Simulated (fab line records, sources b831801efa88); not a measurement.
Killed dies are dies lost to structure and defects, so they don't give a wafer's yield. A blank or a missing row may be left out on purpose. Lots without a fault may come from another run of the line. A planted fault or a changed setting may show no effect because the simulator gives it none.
One fault seen from 2 desks | flow sky130 | each desk has only its own numbers; what lay behind them comes last

THE METROLOGY DESK
What the gauges read, lot by lot, whatever tool the lot ran on: means of the sampled wafers that have a number. A lot is out of limits, marked OUT, if its mean lies more than 4 standard deviations from the usual mean; the brackets give that distance.
Columns: A = POLY_GATE_OVL at SKY_POLY_GATE_OVL_MEAS_14, usual 2 nm; B = cd_nm at SKY_POLY_GATE_CD_MEAS_22, usual 149.7 nm; C = LDD_N_TW at SKY_LDD_N_TW_MEAS_17, usual 2596; D = LDD_HVN_TW at SKY_LDD_HVN_TW_MEAS_10, usual 1460
lot  | first seen here | A  | B     | C    | D
L112 | day 16 05:01    | 0  | 148.7 | 2638 | 1464
L113 | day 16 15:43    | 4  | 152.4 | 2592 | 1463
L114 | day 16 20:01    | -0 | 149.9 | 2636 | 1465
L116 | day 17 21:51    | -0 | 149.4 | 2597 | 1445
L118 | day 18 14:58    | -3 | 148.2 | 2626 | 1458
L123 | day 20 19:49    | 8  | 151.3 | 2611 | 1558 (+8.9) OUT
L124 | day 21 04:21    | -5 | 149.0 | 2584 | 1545 (+7.8) OUT
L129 | day 22 20:07    | 1  | 146.2 | 2576 | 1476
L131 | day 23 20:48    | 2  | 149.3 | 2613 | 1452
L132 | day 24 06:47    | -6 | 151.4 | 2589 | 1467
L133 | day 24 09:27    | 1  | 150.5 | 2579 | 1465
L135 | day 24 13:03    | 9  | 147.8 | 2595 | 1446
L134 | day 24 14:40    | 2  | 148.1 | 2619 | 1468
This desk's finding: out of limits on L123, L124; first on L123, day 24 17:14 (LDD_HVN_TW at SKY_LDD_HVN_TW_MEAS_10). In limits: L112, L113, L114, L116, L118, L129, L131, L132, L133, L135, L134.

THE TOOL OWNER'S DESK: implanter-04
The tool's own readings at SKY_LDD_HVN_IMPLANT_08: means of the sampled wafers that have a number, for each lot that ran on this tool. A lot is out of limits, marked OUT, if its mean lies more than 4 standard deviations from the usual mean; the brackets give that distance.
Columns: A = beam_energy_keV at SKY_LDD_HVN_IMPLANT_08, usual 60.004
lot  | first seen here | A
L114 | day 20 17:37    | 59.999
L118 | day 22 16:25    | 60.000
L123 | day 24 16:59    | 74.374 (+99 or more) OUT
L124 | day 25 01:37    | 74.372 (+99 or more) OUT
L131 | day 27 15:28    | 60.005
L133 | day 28 04:43    | 59.991
L135 | day 28 08:22    | 60.009
This desk's finding: out of limits on L123, L124; first on L123, day 24 16:59 (beam_energy_keV at SKY_LDD_HVN_IMPLANT_08). In limits: L114, L118, L131, L133, L135.

PUT TOGETHER
The tool owner's desk could have raised an alarm at day 24 16:59, on L123, L124.
The metrology desk could have raised an alarm at day 24 17:14, on L123, L124.
Of the lots named, all ran SKY_LDD_HVN_IMPLANT_08 on implanter-04.

WHAT THE SIMULATOR HAD PUT IN
Process parameter drift: implanter-04, from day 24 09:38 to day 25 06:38, at SKY_LDD_HVN_IMPLANT_08. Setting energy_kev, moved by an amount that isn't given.
Lots struck among those shown: L123, L124.
Hours from the fault's start to each desk's first reading out of limits: the tool owner's desk, 7; the metrology desk, 8.
